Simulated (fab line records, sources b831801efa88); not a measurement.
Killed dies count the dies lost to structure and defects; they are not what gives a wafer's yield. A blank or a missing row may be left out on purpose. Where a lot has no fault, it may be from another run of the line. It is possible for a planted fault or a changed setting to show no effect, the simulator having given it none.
One fault through the eyes of 2 desks | flow sky130 | what lay behind the numbers comes last; until then each desk has only its own

== AT THE METROLOGY DESK ==
What the gauges read, lot by lot, whatever tool the lot ran on: means of the sampled wafers that have a number. Marked OUT: a lot whose mean sits more than 4 standard deviations from the usual mean, which makes it out of limits; the brackets give that distance.
Columns: A = VIA4_HDPCVD_THK at SKY_VIA4_THK_MEAS_01, usual 1754 nm
lot  | first seen here | A
L114 | day 43 04:25    | 1762
L113 | day 43 05:32    | 1754
L115 | day 43 16:23    | 1745
L116 | day 43 17:03    | 1720
L119 | day 44 15:32    | 1738
L120 | day 44 23:34    | 1749
L122 | day 45 05:45    | 1765
L123 | day 45 11:29    | 1760
L124 | day 45 18:03    | 1777
L125 | day 46 11:08    | 1774
L128 | day 46 18:20    | 1755
L130 | day 47 06:41    | 1759
L131 | day 47 08:38    | 1786
L135 | day 48 11:43    | 1756
Result from this desk: across the 14 lots, nothing is out of limits.

== AT THE TOOL OWNER'S DESK: pvdSputter-04 ==
The tool's own readings at SKY_LI_CONTACT_SPUTTER_20 (material TiN, target thk 20 nm, time 80 s): means of the sampled wafers that have a number, for each lot that ran on this tool. Marked OUT: a lot whose mean sits more than 4 standard deviations from the usual mean, which makes it out of limits; the brackets give that distance.
Columns: A = throttleValvePct at SKY_LI_CONTACT_SPUTTER_20, usual 30.3 %
lot  | first seen here | A
L115 | day 30 23:30    | 30.9
L116 | day 31 02:29    | 30.5
L120 | day 32 11:26    | 30.0
L123 | day 33 04:43    | 30.0
L128 | day 34 18:11    | 30.1
L130 | day 35 10:52    | 30.2
L131 | day 35 14:37    | 31.3
Result from this desk: across the 7 lots, nothing is out of limits.

== PUT TOGETHER ==
The metrology desk saw nothing out of limits.
Nothing out of limits was seen by the tool owner's desk.

== WHAT WAS PUT IN BY THE SIMULATOR ==
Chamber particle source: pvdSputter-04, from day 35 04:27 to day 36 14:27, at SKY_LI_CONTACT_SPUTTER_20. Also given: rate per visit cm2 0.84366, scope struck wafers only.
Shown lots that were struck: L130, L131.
